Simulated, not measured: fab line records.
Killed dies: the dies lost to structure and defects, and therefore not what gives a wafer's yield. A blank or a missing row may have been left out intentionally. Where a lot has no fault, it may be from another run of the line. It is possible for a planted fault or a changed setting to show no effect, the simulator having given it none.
A lot that was struck, set against a sound lot + flow gf180mcu + 18 steps out of a route of 602
Sound: wafers L200.3, L200.4, L200.6. Wafers struck: L208.1, L208.4, L208.6. The cause comes at the end.
Order at every step that has rows: each side's tool, ch and its chambers, its first start. Under that, the readings that differ: sound wafers + struck wafers + difference of the means + sigmas: that difference in standard deviations of wafers without a fault.
alike: a reading whose means differ by less than 2 such deviations, as well as words and numbers matching on both sides. not compared: withheld readings; readings where some wafer has no value; bounds like >300 that might hide an equal value; numbers whose values overlap and for which the record gives no deviation.
A row with sigmas, a row that says differs or no value, or rows on one side alone: a step with any of these is where the two part. Numbers that have no deviation but don't overlap get no sigmas and don't part them. A reading missing from all wafers of one side parts the sides only when that side holds two or more wafers.

first, 4 steps without rows for these wafers: GF_VT_IMPLANT_SOFTBAKE_25 (time 60 s); GF_VT_IMPLANT_EXPOSE_26 (exposes mask LVPWELL HV AREA, target cd 860 nm); GF_VT_IMPLANT_PEB_27; GF_VT_IMPLANT_DEVELOP_28 (develop time 60 s).
GF_VT_IMPLANT_OVL_MEAS_29:
  struck on overlay-01, day 11 08:36; sound on overlay-02, day 8 21:52
  alike: VT_IMPLANT_02_OVL
after that, 1 step had no rows for these wafers: GF_VT_IMPLANT_IMPLANT_30.
GF_VT_IMPLANT_STRIP_31: strips in O2/N2.
  sound on plasma_asher-04 ch 0,1, day 8 22:04; struck on plasma_asher-02 ch 0,1, day 11 08:47
  alike: drypump_motor_current_A, heater_power_w, oes_product_au, strip_time_to_endpoint_s
  not compared: rf_hours_counter_h
GF_VT_IMPLANT_TW_MEAS_32:
  struck on film_metro-01, day 11 08:53; sound on film_metro-02, day 8 22:09
  alike: VT_IMPLANT_3_TW
then, 4 steps without rows for these wafers: GF_VT_IMPLANT_DEHYDRATE_33 (time 60 s); GF_VT_IMPLANT_HMDS_34 (prime time 60 s); GF_VT_IMPLANT_COAT_35 (resist thk 1000 nm); GF_VT_IMPLANT_SOFTBAKE_36 (time 60 s).
GF_VT_IMPLANT_EXPOSE_37: exposes mask Nwell HV AREA, target cd 860 nm.
  sound on iline_stepper-02 ch 0, day 9 06:50; struck on iline_stepper-02 ch 0, day 11 17:56
| reading                            | sound             | struck            | difference | sigmas |
|------------------------------------|-------------------|-------------------|------------|--------|
| model.VT_IMPLANT.overlay_x_nm (nm) | 0.995 0.995 0.995 | 149.8 149.8 149.8 | +148.8     |        |
  alike: mask
then, 2 steps without rows for these wafers: GF_VT_IMPLANT_PEB_38; GF_VT_IMPLANT_DEVELOP_39 (develop time 60 s).
GF_VT_IMPLANT_OVL_MEAS_40:
  struck on overlay-01, day 12 03:38; sound on overlay-02, day 9 15:23
| reading                | sound        | struck            | difference | sigmas      |
|------------------------|--------------|-------------------|------------|-------------|
| VT_IMPLANT_03_OVL (nm) | -1.1 2.1 2.2 | 149.4 149.2 151.0 | +148.8     | +99 or more |
after that, 1 step had no rows for these wafers: GF_VT_IMPLANT_IMPLANT_41.
-- here the record skips 22 days between the struck wafers' starts before and after, leaving off in module VT_IMPLANT and picking up in module PASSIVATION (first step shown: number 602 of the route) --
GF_PASSIVATION_PROBE_99:
  the record has rows for the struck wafers here (prober-01, day 33 19:26) and none for the sound ones

## WHERE THEY PART
At GF_VT_IMPLANT_OVL_MEAS_40 first; at GF_PASSIVATION_PROBE_99 last (within this record only).

WHY: what had been put in by the simulator
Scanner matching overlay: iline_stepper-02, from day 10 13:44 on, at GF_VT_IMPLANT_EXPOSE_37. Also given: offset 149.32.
